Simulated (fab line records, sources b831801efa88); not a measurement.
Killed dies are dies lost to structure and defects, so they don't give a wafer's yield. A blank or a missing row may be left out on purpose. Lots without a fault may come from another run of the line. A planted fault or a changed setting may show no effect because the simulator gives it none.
Which tool did it? | flow gf180mcu | 12 lots, 36 wafers sampled, at 3 steps of a route of 602

WHAT THE GAUGES READ, wafer by wafer
GF_M2_CD_MEAS_14: target cd 280 nm.
lot  | measured     | on        | cd_nm (nm)
L998 | day 19 02:36 | cd_sem-02 | 281.7 280.4 280.3
L999 | day 19 07:29 | cd_sem-01 | 279.0 276.6 277.9
L105 | day 21 23:03 | cd_sem-01 | 279.2 278.8 279.3
L106 | day 22 10:07 | cd_sem-01 | 281.6 282.8 282.0
L108 | day 23 04:38 | cd_sem-02 | 279.7 279.1 279.9
L109 | day 23 09:37 | cd_sem-02 | 281.1 281.8 280.9
L110 | day 23 15:17 | cd_sem-01 | 279.4 278.9 278.8
L111 | day 24 04:53 | cd_sem-02 | 282.0 280.1 281.8
L112 | day 24 07:52 | cd_sem-01 | 278.4 280.0 279.3
L116 | day 25 11:49 | cd_sem-01 | 282.0 281.1 281.7
L119 | day 26 14:38 | cd_sem-02 | 282.5 281.9 280.6
L120 | day 26 20:31 | cd_sem-01 | 279.6 281.7 281.3

WHICH TOOL RAN EACH LOT (tool, then ch and the chambers of the sampled wafers, then the start)
lot  | GF_M2_SPUTTER_03             | GF_M2_SPUTTER_04
L998 | pvd_sputter-01, day 18 02:07 | pvd_sputter-01, day 18 02:08
L999 | pvd_sputter-02, day 18 07:27 | pvd_sputter-02, day 18 07:28
L105 | pvd_sputter-02, day 20 23:26 | pvd_sputter-02, day 20 23:28
L106 | pvd_sputter-02, day 21 10:36 | pvd_sputter-02, day 21 10:37
L108 | pvd_sputter-01, day 22 05:08 | pvd_sputter-01, day 22 05:10
L109 | pvd_sputter-01, day 22 10:31 | pvd_sputter-01, day 22 10:32
L110 | pvd_sputter-02, day 22 16:34 | pvd_sputter-02, day 22 16:35
L111 | pvd_sputter-01, day 23 06:27 | pvd_sputter-01, day 23 06:28
L112 | pvd_sputter-01, day 23 09:17 | pvd_sputter-01, day 23 09:19
L116 | pvd_sputter-04, day 24 14:53 | pvd_sputter-04, day 24 14:54
L119 | pvd_sputter-04, day 25 17:14 | pvd_sputter-04, day 25 17:16
L120 | pvd_sputter-04, day 25 23:43 | pvd_sputter-04, day 25 23:44
- GF_M2_SPUTTER_03: material Ti, target thk 10 nm, time 6.7 s.
- GF_M2_SPUTTER_04: material TiN, target thk 50 nm, time 41.7 s.

WHAT THE TOOLS THEMSELVES READ (means of the sampled wafers that have a number; where no wafer has one, the mark that the record gives instead)
GF_M2_SPUTTER_03.
lot  | tool           | cathode_dc_power_W (W) | chamber_pressure_pa (Pa) | substrate_temp_c (C) | throttle_valve_pct (%)
L998 | pvd_sputter-01 | 3000.1                 | 0.3001                   | 300.08               | 29.8
L999 | pvd_sputter-02 | 2999.7                 | 0.2999                   | 300.04               | 29.6
L105 | pvd_sputter-02 | 2999.8                 | 0.2998                   | 299.87               | 29.4
L106 | pvd_sputter-02 | 3000.2                 | 0.3001                   | 300.12               | 29.1
L108 | pvd_sputter-01 | 3000.1                 | 0.3000                   | 299.98               | 29.2
L109 | pvd_sputter-01 | 2999.9                 | 0.3005                   | 300.01               | 29.7
L110 | pvd_sputter-02 | 2999.9                 | 0.3000                   | 300.13               | 28.6
L111 | pvd_sputter-01 | 3000.2                 | 0.2999                   | 299.97               | 29.3
L112 | pvd_sputter-01 | 2999.7                 | 0.3002                   | 300.14               | 29.3
L116 | pvd_sputter-04 | 3000.1                 | 0.2998                   | 300.14               | 30.0
L119 | pvd_sputter-04 | 2999.6                 | 0.3005                   | 299.97               | 30.8
L120 | pvd_sputter-04 | 2999.8                 | 0.3001                   | 300.08               | 30.7

GF_M2_SPUTTER_04.
lot  | tool           | cathode_dc_power_W (W) | chamber_pressure_pa (Pa) | throttle_valve_pct (%)
L998 | pvd_sputter-01 | 6500.4                 | 0.3996                   | 29.8
L999 | pvd_sputter-02 | 6501.6                 | 0.3999                   | 29.7
L105 | pvd_sputter-02 | 6500.5                 | 0.3995                   | 29.5
L106 | pvd_sputter-02 | 6499.9                 | 0.3995                   | 29.0
L108 | pvd_sputter-01 | 6500.6                 | 0.3994                   | 29.4
L109 | pvd_sputter-01 | 6500.0                 | 0.4001                   | 29.7
L110 | pvd_sputter-02 | 6501.1                 | 0.3996                   | 28.8
L111 | pvd_sputter-01 | 6501.3                 | 0.4005                   | 29.3
L112 | pvd_sputter-01 | 6501.7                 | 0.4001                   | 29.2
L116 | pvd_sputter-04 | 6499.2                 | 0.4003                   | 30.0
L119 | pvd_sputter-04 | 6499.9                 | 0.4006                   | 30.6
L120 | pvd_sputter-04 | 6500.0                 | 0.4000                   | 30.7

THE ANSWER, worked out from the rows above alone
Rule: what is usual is taken from the lots themselves. Put in order of their means at a reading, lots are off if they are a third of the lots or fewer, leave a main group of 4 or more, and stand apart from it by a gap of 3 or more times the standard deviation of the main group's means; of several such gaps the widest counts. A main group whose means are all the same, to the digits that the tables above print for the reading, isn't used. A lot without any number at a reading at which 4 lots or more have one is off too. The other lots that the step has rows for count as sound. The gauges are gone through in route order, then the tools' own readings, and for those a lot's mean is taken as printed above. The first step at which some lot is off is used, and at that step the reading that is off furthest; a lot without a number counts as furthest.
No lot is off at any reading shown: from this, nothing can be told.

WHAT THE SIMULATOR HAD PUT IN
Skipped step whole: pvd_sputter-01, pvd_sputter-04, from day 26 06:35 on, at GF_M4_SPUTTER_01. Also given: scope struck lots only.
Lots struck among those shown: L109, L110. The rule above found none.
